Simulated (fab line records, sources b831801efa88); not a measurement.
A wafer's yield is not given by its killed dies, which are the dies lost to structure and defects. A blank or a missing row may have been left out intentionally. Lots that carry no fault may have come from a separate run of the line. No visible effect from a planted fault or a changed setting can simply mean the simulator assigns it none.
Split-lot experiment    flow sfq line    23 wafers read across 5 lots, on a route 325 steps long

## ON THE SPLIT
At SFQ_TRILAYER_I7_VIA_LITHO_COAT_192 (resist thk 62 nm), the setting spin rpm was moved away from the recipe's 3000 rpm on 5 of the 23 wafers read, by -7.5% to -3.6%. All remaining wafers had this setting at the recipe value.

The reading is taken at the split's own step.

## THE READING
BARC_of_TRILAYER_I7_VIA_LITHO_COAT_192.thk nm (the simulator's own value, which no gauge read), in nm, at SFQ_TRILAYER_I7_VIA_LITHO_COAT_192 (resist thk 62 nm). There is no usual value for it anywhere in the file. Here, 18 wafers ran the recipe; their average is 62.12 nm with a standard deviation of 0.15 nm.

wafer   tool, chamber at the split  spin rpm as run, rpm  against the recipe  BARC_of_TRILAYER_I7_VIA_LITHO_COAT_192.thk nm, nm  against lot-mates on the recipe
L077.1  litho track-03, 0           2776                  -7.5%               64.79                                              +2.70
L077.2  litho track-03, 0           3000                  recipe              62.09                                              -
L077.6  litho track-03, 0           3000                  recipe              62.09                                              -
L077.4  litho track-03, 0           2776                  -7.5%               64.38                                              +2.29
L077.5  litho track-03, 0           2776                  -7.5%               64.45                                              +2.36
L079.1  litho track-04, 0           3000                  recipe              62.28                                              -
L079.2  litho track-04, 0           3000                  recipe              62.14                                              -
L079.3  litho track-04, 0           3000                  recipe              62.3                                               -
L079.4  litho track-04, 0           3000                  recipe              61.99                                              -
L079.6  litho track-04, 0           3000                  recipe              62.22                                              -
L080.1  litho track-01, 0           2892                  -3.6%               63.43                                              +1.06
L080.2  litho track-01, 0           3000                  recipe              62.4                                               -
L080.3  litho track-01, 0           2892                  -3.6%               63.35                                              +0.98
L080.4  litho track-01, 0           3000                  recipe              62.37                                              -
L080.5  litho track-01, 0           3000                  recipe              62.33                                              -
L081.1  litho track-01, 0           3000                  recipe              62                                                 -
L081.4  litho track-01, 0           3000                  recipe              62.04                                              -
L081.5  litho track-01, 0           3000                  recipe              61.91                                              -
L085.2  litho track-04, 0           3000                  recipe              61.92                                              -
L085.3  litho track-04, 0           3000                  recipe              62.05                                              -
L085.4  litho track-04, 0           3000                  recipe              62                                                 -
L085.5  litho track-04, 0           3000                  recipe              62.04                                              -
L085.6  litho track-04, 0           3000                  recipe              61.95                                              -

THE FIT
A straight line over all 23 wafers: BARC_of_TRILAYER_I7_VIA_LITHO_COAT_192.thk nm changes by -0.328 nm for each +1% of spin rpm; r = -0.98; the points scatter about the line by 0.16 nm.
The same after taking each lot's own level away (the mean of its wafers on the recipe; 23 wafers): -0.323 nm for each +1%; r = -0.99; scatter 0.1 nm.
That fit puts the effect of the largest move of spin rpm on the reading at 2.4 nm.
Across the lots, their own levels run from 61.983 to 62.367 nm, a range of 2.5 times the standard deviation given above.
The two slopes agree, so the slope changes little with the lot-to-lot level.
Check: with one of the wafers moved furthest among these (-7.5%) left out of the fit, the line predicts +2.29 nm for it against its lot-mates. Against them it came out at +2.7 nm.

## ADDITIONAL SPLITS CARRIED BY THESE WAFERS
These wafers also went through other splits before the reading. Each is held against what the fit with the lots' levels taken away leaves over:
other split on the same wafers                wafers away from the commonest value  r with BARC_of_TRILAYER_I7_VIA_LITHO_COAT_192.thk nm (lot level and that fit taken away)
SFQ_TRILAYER_C5_LITHO_COAT_151 resist thk nm  6                                     -0.20
SFQ_TRILAYER_M6_LITHO_COAT_164 spin rpm       10                                    -0.01
SFQ_TRILAYER_I6_VIA_LITHO_EXPOSE_170 dose mj  9                                     -0.23
SFQ_TRILAYER_M7_DEP_SPUTTER_175 time s        8                                     +0.13
SFQ_TRILAYER_M7_ETCH_METAL_ETCH_180 bias w    10                                    +0.21

## THE FILE'S OWN FIT
BARC_of_TRILAYER_I7_VIA_LITHO_COAT_192.thk nm changes by -0.32 nm for each +1% of spin rpm, r = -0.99.
